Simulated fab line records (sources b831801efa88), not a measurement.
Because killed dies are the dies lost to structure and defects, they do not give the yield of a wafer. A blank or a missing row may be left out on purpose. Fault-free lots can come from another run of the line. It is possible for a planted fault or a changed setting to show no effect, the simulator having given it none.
Which tool is to blame? / flow sky130 / 13 lots, 39 wafers sampled, at 3 steps of a route of 708

## WHAT EACH GAUGE READ, for each wafer
SKY_CAP2M_OVL_MEAS_12.
lot=L610; measured=day 41 02:05; on=overlay-01; CAP2M_OVL (nm)=-0.3 0.5 -0.7
lot=L611; measured=day 41 08:35; on=overlay-01; CAP2M_OVL (nm)=-1.7 0.5 -0.5
lot=L612; measured=day 41 16:34; on=overlay-02; CAP2M_OVL (nm)=1.9 1.6 0.0
lot=L614; measured=day 42 02:35; on=overlay-02; CAP2M_OVL (nm)=2.2 3.6 1.2
lot=L618; measured=day 43 10:32; on=overlay-02; CAP2M_OVL (nm)=1.8 0.2 0.4
lot=L623; measured=day 44 14:40; on=overlay-02; CAP2M_OVL (nm)=0.0 3.5 1.2
lot=L625; measured=day 45 06:22; on=overlay-01; CAP2M_OVL (nm)=-0.1 0.0 -0.7
lot=L626; measured=day 45 18:52; on=overlay-02; CAP2M_OVL (nm)=4.6 5.1 3.8
lot=L628; measured=day 46 13:02; on=overlay-01; CAP2M_OVL (nm)=-0.1 0.2 0.4
lot=L629; measured=day 46 13:21; on=overlay-01; CAP2M_OVL (nm)=0.6 0.3 -0.9
lot=L630; measured=day 46 17:16; on=overlay-02; CAP2M_OVL (nm)=1.3 -2.0 -0.1
lot=L631; measured=day 46 18:25; on=overlay-02; CAP2M_OVL (nm)=-2.2 -2.7 -3.1
lot=L632; measured=day 46 21:19; on=overlay-02; CAP2M_OVL (nm)=1.9 1.3 1.5

## WHAT TOOL EACH LOT RAN ON (gives the tool, then ch and the chambers of the sampled wafers, and finally the start)
lot=L610; SKY_FIELD_ISO_WET_ETCH_29=wet bench-03 ch 0, day 2 14:26; SKY_METAL4_SPUTTER_01=pvd sputter-02, day 40 01:46
lot=L611; SKY_FIELD_ISO_WET_ETCH_29=wet bench-03 ch 1, day 2 20:56; SKY_METAL4_SPUTTER_01=pvd sputter-02, day 40 08:28
lot=L612; SKY_FIELD_ISO_WET_ETCH_29=wet bench-02 ch 2, day 3 02:40; SKY_METAL4_SPUTTER_01=pvd sputter-02, day 40 16:13
lot=L614; SKY_FIELD_ISO_WET_ETCH_29=wet bench-03 ch 0, day 3 10:21; SKY_METAL4_SPUTTER_01=pvd sputter-02, day 41 02:40
lot=L618; SKY_FIELD_ISO_WET_ETCH_29=wet bench-03 ch 3, day 4 07:55; SKY_METAL4_SPUTTER_01=pvd sputter-02, day 42 11:24
lot=L623; SKY_FIELD_ISO_WET_ETCH_29=wet bench-04 ch 3, day 5 10:43; SKY_METAL4_SPUTTER_01=pvd sputter-03, day 43 16:41
lot=L625; SKY_FIELD_ISO_WET_ETCH_29=wet bench-04 ch 3, day 5 21:37; SKY_METAL4_SPUTTER_01=pvd sputter-03, day 44 08:55
lot=L626; SKY_FIELD_ISO_WET_ETCH_29=wet bench-04 ch 0, day 6 03:55; SKY_METAL4_SPUTTER_01=pvd sputter-02, day 44 18:05
lot=L628; SKY_FIELD_ISO_WET_ETCH_29=wet bench-02 ch 1, day 6 16:51; SKY_METAL4_SPUTTER_01=pvd sputter-04, day 45 16:05
lot=L629; SKY_FIELD_ISO_WET_ETCH_29=wet bench-03 ch 2, day 6 18:57; SKY_METAL4_SPUTTER_01=pvd sputter-02, day 45 16:23
lot=L630; SKY_FIELD_ISO_WET_ETCH_29=wet bench-03 ch 1, day 7 00:01; SKY_METAL4_SPUTTER_01=pvd sputter-04, day 45 20:34
lot=L631; SKY_FIELD_ISO_WET_ETCH_29=wet bench-02 ch 0, day 7 03:52; SKY_METAL4_SPUTTER_01=pvd sputter-02, day 45 21:35
lot=L632; SKY_FIELD_ISO_WET_ETCH_29=wet bench-02 ch 0, day 7 09:42; SKY_METAL4_SPUTTER_01=pvd sputter-02, day 46 00:23
- SKY_FIELD_ISO_WET_ETCH_29: etches Si3N4 in H3PO4, target depth 160 nm, time 1825 s.
- SKY_METAL4_SPUTTER_01: material TiN, target thk 20 nm, time 16.7 s.

## WHAT THE TOOLS THEMSELVES READ (means of the sampled wafers that have a number; where no wafer has one, the mark that the record gives instead)
SKY_FIELD_ISO_WET_ETCH_29.
lot=L610; tool=wet bench-03; bath guard temp C (C)=159.9
lot=L611; tool=wet bench-03; bath guard temp C (C)=161.2
lot=L612; tool=wet bench-02; bath guard temp C (C)=160.1
lot=L614; tool=wet bench-03; bath guard temp C (C)=160.1
lot=L618; tool=wet bench-03; bath guard temp C (C)=160.0
lot=L623; tool=wet bench-04; bath guard temp C (C)=159.8
lot=L625; tool=wet bench-04; bath guard temp C (C)=159.8
lot=L626; tool=wet bench-04; bath guard temp C (C)=159.6
lot=L628; tool=wet bench-02; bath guard temp C (C)=160.0
lot=L629; tool=wet bench-03; bath guard temp C (C)=159.1
lot=L630; tool=wet bench-03; bath guard temp C (C)=161.3
lot=L631; tool=wet bench-02; bath guard temp C (C)=160.3
lot=L632; tool=wet bench-02; bath guard temp C (C)=160.2

SKY_METAL4_SPUTTER_01.
lot=L610; tool=pvd sputter-02; throttle valve pct (%)=29.8
lot=L611; tool=pvd sputter-02; throttle valve pct (%)=30.1
lot=L612; tool=pvd sputter-02; throttle valve pct (%)=28.5
lot=L614; tool=pvd sputter-02; throttle valve pct (%)=28.9
lot=L618; tool=pvd sputter-02; throttle valve pct (%)=28.9
lot=L623; tool=pvd sputter-03; throttle valve pct (%)=31.1
lot=L625; tool=pvd sputter-03; throttle valve pct (%)=30.2
lot=L626; tool=pvd sputter-02; throttle valve pct (%)=29.5
lot=L628; tool=pvd sputter-04; throttle valve pct (%)=30.0
lot=L629; tool=pvd sputter-02; throttle valve pct (%)=28.9
lot=L630; tool=pvd sputter-04; throttle valve pct (%)=29.4
lot=L631; tool=pvd sputter-02; throttle valve pct (%)=28.4
lot=L632; tool=pvd sputter-02; throttle valve pct (%)=29.6

## THE ANSWER, worked out from the rows above alone
Rule: what is usual is taken from the lots themselves. The widest of any qualifying gaps counts: lots, ordered by their means at a reading, are off when they make up no more than a third of the lots, leave a main group of 4 or more, and stand apart from it by 3 or more times the standard deviation of that group's means. The tables above print the reading to a certain number of digits; a main group whose means all agree to those digits is not used. Also off: a lot with no number at a reading for which 4 or more lots have one. Any other lot the step has rows for is counted as sound. The gauges are gone through in route order, then the tools' own readings, and for those a lot's mean is taken as printed above. At the first step where some lot is off, the reading lying furthest off is the one used; lots without a number count as furthest.
No lot is off on any of the readings shown, so nothing can be concluded from this.

## WHAT HAD BEEN PUT IN BY THE SIMULATOR
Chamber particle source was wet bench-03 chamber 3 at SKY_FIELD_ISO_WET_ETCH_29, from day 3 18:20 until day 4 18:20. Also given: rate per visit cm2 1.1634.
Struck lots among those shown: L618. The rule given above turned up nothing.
